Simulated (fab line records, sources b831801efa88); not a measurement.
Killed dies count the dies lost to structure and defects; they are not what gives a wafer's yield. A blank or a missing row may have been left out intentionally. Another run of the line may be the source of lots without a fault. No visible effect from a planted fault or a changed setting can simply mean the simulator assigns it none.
A lot that was struck, set against a sound lot / flow sky130 / 42 steps out of a route of 708
Sound: wafers L829.1, L829.3, L829.6. Struck: wafers L830.3, L830.4, L830.5. The cause is given at the end.
Each step with rows lists, per side, the tool, then ch with its chambers, then its first start. Under that, the readings that differ: sound wafers / struck wafers / difference of the means / sigmas: that difference in standard deviations of wafers without a fault.
alike: readings whose means differ by less than 2 such deviations, and words and numbers that are the same on both sides. not compared: withheld readings, readings that some wafer has no value for, bounds like >300 that may hide the same value, and numbers for which the record gives no deviation and whose values overlap.
A row with sigmas, a row that says differs or no value, or rows on one side alone: a step with any of these is where the two part. Numbers that don't overlap but have no deviation are shown without sigmas and don't part them. A reading missing from all wafers of one side parts the sides only when that side holds two or more wafers.

SKY_SD_P_OVL_MEAS_08:
  sound on overlay-02 at day 27 17:14; struck on overlay-01 at day 27 17:25
  alike: SD_P_OVL
then, 1 step without rows for these wafers: SKY_SD_P_IMPLANT_09.
SKY_SD_P_STRIP_10: strips in O2/N2.
  sound on plasma_asher-02 ch 0,1, day 27 17:26; struck on plasma_asher-03 ch 0,1, day 27 17:37
  alike: drypump_motor_current_A, oes_product_au, strip_time_to_endpoint_s
  not compared: rf_hours_counter_h
SKY_SD_P_TW_MEAS_11:
  sound on film_metro-03 at day 27 17:32; struck on film_metro-04 at day 27 17:43
  alike: SD_P_TW
then, 8 steps without rows for these wafers: SKY_RES_XHIGH_DEHYDRATE_00 (time 60 s); SKY_RES_XHIGH_HMDS_01 (prime time 60 s); SKY_RES_XHIGH_COAT_02 (resist thk 1140 nm); SKY_RES_XHIGH_SOFTBAKE_03 (time 60 s); SKY_RES_XHIGH_EXPOSE_04 (exposes mask URPM, target cd 1270 nm); SKY_RES_XHIGH_PEB_05; SKY_RES_XHIGH_DEVELOP_06 (develop time 60 s); SKY_RES_XHIGH_IMPLANT_07.
SKY_RES_XHIGH_STRIP_08: strips in O2/N2.
  sound on plasma_asher-02 ch 0,1, day 28 22:16; struck on plasma_asher-03 ch 0,1, day 28 22:47
  alike: drypump_motor_current_A, oes_product_au, strip_time_to_endpoint_s
  not compared: rf_hours_counter_h
SKY_RES_XHIGH_TW_MEAS_09:
  sound on film_metro-04 at day 28 22:22; struck on film_metro-01 at day 28 22:53
  alike: RES_XHIGH_TW
then, 7 steps without rows for these wafers: SKY_SD_N_DEHYDRATE_00 (time 60 s); SKY_SD_N_HMDS_01 (prime time 60 s); SKY_SD_N_COAT_02 (resist thk 1140 nm); SKY_SD_N_SOFTBAKE_03 (time 60 s); SKY_SD_N_EXPOSE_04 (exposes mask NSDM, target cd 380 nm); SKY_SD_N_PEB_05; SKY_SD_N_DEVELOP_06 (develop time 60 s).
SKY_SD_N_CD_MEAS_07 targets a cd of 380 nm.
  sound on cd_sem-01 at day 30 01:46; struck on cd_sem-01 at day 30 02:49
  alike: cd_nm
SKY_SD_N_OVL_MEAS_08:
  sound on overlay-01 at day 30 01:53; struck on overlay-02 at day 30 02:55
  alike: SD_N_OVL
then, 2 steps without rows for these wafers: SKY_SD_N_IMPLANT_09; SKY_SD_N_IMPLANT_10.
SKY_SD_N_STRIP_11: strips in O2/N2.
  sound on plasma_asher-02 ch 0,1, day 30 02:14; struck on plasma_asher-01 ch 0,1, day 30 03:16
  alike: drypump_motor_current_A, oes_product_au, strip_time_to_endpoint_s
  not compared: rf_hours_counter_h
SKY_SD_N_TW_MEAS_12:
  sound on film_metro-01 at day 30 02:20; struck on film_metro-04 at day 30 03:22
reading=SD_N_TW; sound=4004 3999 4005; struck=3896 3893 3908; difference=-104; sigmas=-3
then, 1 step without rows for these wafers: SKY_SD_N_CLEAN_13 (cleans in SC1/SC2, time 150 s).
SKY_SD_N_RTA_14: time 2 s.
  sound on rtp_anneal-01 ch 0, day 30 02:26; struck on rtp_anneal-02 ch 0, day 30 03:28
  alike: lamp_power_pct, ramp_up_c_per_s, wafer_temp_C_max
SKY_SD_N_RS_MEAS_16: a four-point-probe measurement.
  sound on film_metro-04 at day 30 02:37; struck on film_metro-01 at day 30 03:40
  alike: SD_N_RS
SKY_SD_N_RS_MEAS_17: a four-point-probe measurement.
  sound on film_metro-04 at day 30 02:44; struck on film_metro-01 at day 30 03:47
reading=SD_P_RS (ohm/sq); sound=147.51 147.50 148.18; struck=147.10 147.15 147.04; difference=-0.63; sigmas=-2
SKY_SD_N_RS_MEAS_18: a four-point-probe measurement.
  sound on film_metro-04 at day 30 02:52; struck on film_metro-01 at day 30 03:54
  alike: RES_XHIGH_RS
then, 2 steps without rows for these wafers: SKY_SALICIDE_CLEAN_00 (cleans in HF-last, time 30 s); SKY_LI_CONTACT_HDPCVD_00 (deposits PSG, target thk 930 nm, time 148.4 s).
SKY_LI_CONTACT_THK_MEAS_01:
  sound on film_metro-01 at day 30 03:06; struck on film_metro-01 at day 30 04:07
  alike: LI_CONTACT_HDPCVD_THK
SKY_LI_CONTACT_CMP_02: polishes PSG.
  sound on cmp-02 ch 0,2,3, day 30 03:13; struck on cmp-01 ch 2,3, day 30 04:10
  alike: motor_current_A, time_to_endpoint_s
SKY_LI_CONTACT_BOW_MEAS_03:
  sound on film_metro-03 at day 30 03:28; struck on film_metro-04 at day 30 04:30
  alike: LI_CONTACT_BOW
then, 4 steps without rows for these wafers: SKY_LI_CONTACT_DEHYDRATE_04 (time 60 s); SKY_LI_CONTACT_HMDS_05 (prime time 60 s); SKY_LI_CONTACT_COAT_06 (resist thk 60 nm); SKY_LI_CONTACT_COAT_07 (resist thk 450 nm).
-- here the record skips 17 days between the struck wafers' starts before and after, leaving off in module LI_CONTACT and picking up in module PAD_OPEN (first step shown: number 708 of the route) --
SKY_PAD_OPEN_PROBE_99:
  rows exist in the record for the struck wafers here (prober-01, day 47 13:52), but not for the sound ones

## WHERE THEY PART
Earliest at SKY_SD_N_TW_MEAS_12; latest, in this record, at SKY_PAD_OPEN_PROBE_99.

WHY: what the simulator had put in
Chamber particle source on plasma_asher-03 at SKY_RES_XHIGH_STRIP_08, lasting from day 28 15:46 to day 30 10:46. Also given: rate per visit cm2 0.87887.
